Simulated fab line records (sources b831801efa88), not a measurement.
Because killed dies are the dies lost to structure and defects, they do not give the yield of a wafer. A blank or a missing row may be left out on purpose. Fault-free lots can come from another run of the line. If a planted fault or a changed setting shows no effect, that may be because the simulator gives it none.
Comparing a struck lot with a sound one    flow sky130    16 steps out of a route of 708
Sound: these wafers, L719.1, L719.2, L719.5. Struck: wafer L740.2. (L740.3, L740.4 of the same lot were not struck and are left out.) The cause comes at the end.
Each step with rows lists, per side, the tool, then ch with its chambers, then its first start. Under that, the readings that differ: sound wafers    struck wafers    difference of the means    sigmas: that difference in standard deviations of wafers without a fault.
alike: a reading whose means differ by less than 2 such deviations, as well as words and numbers matching on both sides. not compared: withheld readings; readings where some wafer has no value; bounds like >300 that might hide an equal value; numbers whose values overlap and for which the record gives no deviation.
Wherever a step has rows on one side only, a row that says differs or no value, or a row with sigmas, the two part there. Non-overlapping numbers with no deviation appear without sigmas and do not part them. A reading that every wafer of one side lacks parts them only if that side has two wafers or more.

first, 1 step without rows for these wafers: SKY_FIELD_ISO_DEVELOP_12 (develop time 60 s).
SKY_FIELD_ISO_CD_MEAS_13 targets a cd of 150 nm.
  sound on cdSem-02, day 2 15:18; struck on cdSem-01, day 7 04:11
  alike: cdNm
SKY_FIELD_ISO_ETCH_14: etches BARC in N2/H2, stops on SiO2, time 45.9 s, target depth 60 nm.
  sound on rieDiel-04 ch 1,3, day 2 15:25; struck on rieDiel-02 ch 0, day 7 04:17
  alike: chamberPressureMTorr, drypumpMotorCurrentA, oesProductAu, throttleValvePct
  not compared: rfHoursCounterH
SKY_FIELD_ISO_ETCH_15: etches the open film in CHF3/O2, stops on Si, target depth 180 nm, time 72 s.
  sound on rieDiel-04 ch 1,3, day 2 15:28; struck on rieDiel-02 ch 0, day 7 04:20
  alike: chamberPressureMTorr, drypumpMotorCurrentA, oesProductAu, throttleValvePct
  not compared: rfHoursCounterH
SKY_FIELD_ISO_STRIP_16: strips in O2/N2.
  sound on plasmaAsher-04 ch 0,1, day 2 15:31; struck on plasmaAsher-04 ch 0, day 7 04:23
  alike: chamberPressureMTorr, drypumpMotorCurrentA, oesProductAu, stripTimeToEndpointS
  not compared: rfHoursCounterH
SKY_FIELD_ISO_ETCH_17: etches Si in HBr/Cl2/O2, target depth 342 nm, time 97.7 s.
  sound on rieSi-02 ch 1,2, day 2 15:37; struck on rieSi-02 ch 3, day 7 04:29
reading                       sound                 struck  difference  sigmas
chamberPressureMTorr (mTorr)  15.030 14.991 15.010  14.975  -0.035      -3
oesProductAu (a.u.)           1.012 1.018 0.995     0.985   -0.023      -2
  alike: drypumpMotorCurrentA, throttleValvePct
  not compared: rfHoursCounterH
then, 5 steps without rows for these wafers: SKY_FIELD_ISO_WET_ETCH_18 (etches Si3N4 in H3PO4, target depth 25 nm, time 286 s); SKY_FIELD_ISO_CLEAN_19 (cleans in SC1/SC2, time 150 s); SKY_FIELD_ISO_CLEAN_20 (cleans in dHF, time 20 s); SKY_FIELD_ISO_WET_ETCH_21 (etches SiO2 in dHF, target depth 20 nm, time 400 s); SKY_FIELD_ISO_OXIDATION_22 (stabilise 600 s, purge 300 s, target thk 10 nm).
SKY_FIELD_ISO_THK_MEAS_23:
  sound on filmMetro-02, day 2 17:11; struck on filmMetro-01, day 7 06:11
  alike: FIELD_ISO_OXIDATION_01_THK
SKY_FIELD_ISO_CVD_24: deposits SiO2, target thk 595 nm, time 99.2 s.
  sound on hdpcvd-02 ch 1,2, day 2 17:14; struck on hdpcvd-02 ch 0, day 7 06:14
reading                                    sound              struck  difference  sigmas
model.SiO2_of_FIELD_ISO_CVD_24.thkNm (nm)  599.1 584.5 597.4  634.2   +40.5       
SKY_FIELD_ISO_THK_MEAS_25:
  sound on filmMetro-03, day 2 17:19; struck on filmMetro-02, day 7 06:19
reading                    sound        struck  difference  sigmas
FIELD_ISO_CVD_24_THK (nm)  599 584 597  634     +41         +6
then, 1 step without rows for these wafers: SKY_FIELD_ISO_ANNEAL_26 (time 1800 s).
SKY_PAD_OPEN_PROBE_99:
  rows exist in the record for the sound wafers here (prober-01, day 46 15:29), none for the struck ones

== WHERE THEY PART ==
At SKY_FIELD_ISO_ETCH_17 first; at SKY_PAD_OPEN_PROBE_99 last (within this record only).

WHY: what the simulator had put in
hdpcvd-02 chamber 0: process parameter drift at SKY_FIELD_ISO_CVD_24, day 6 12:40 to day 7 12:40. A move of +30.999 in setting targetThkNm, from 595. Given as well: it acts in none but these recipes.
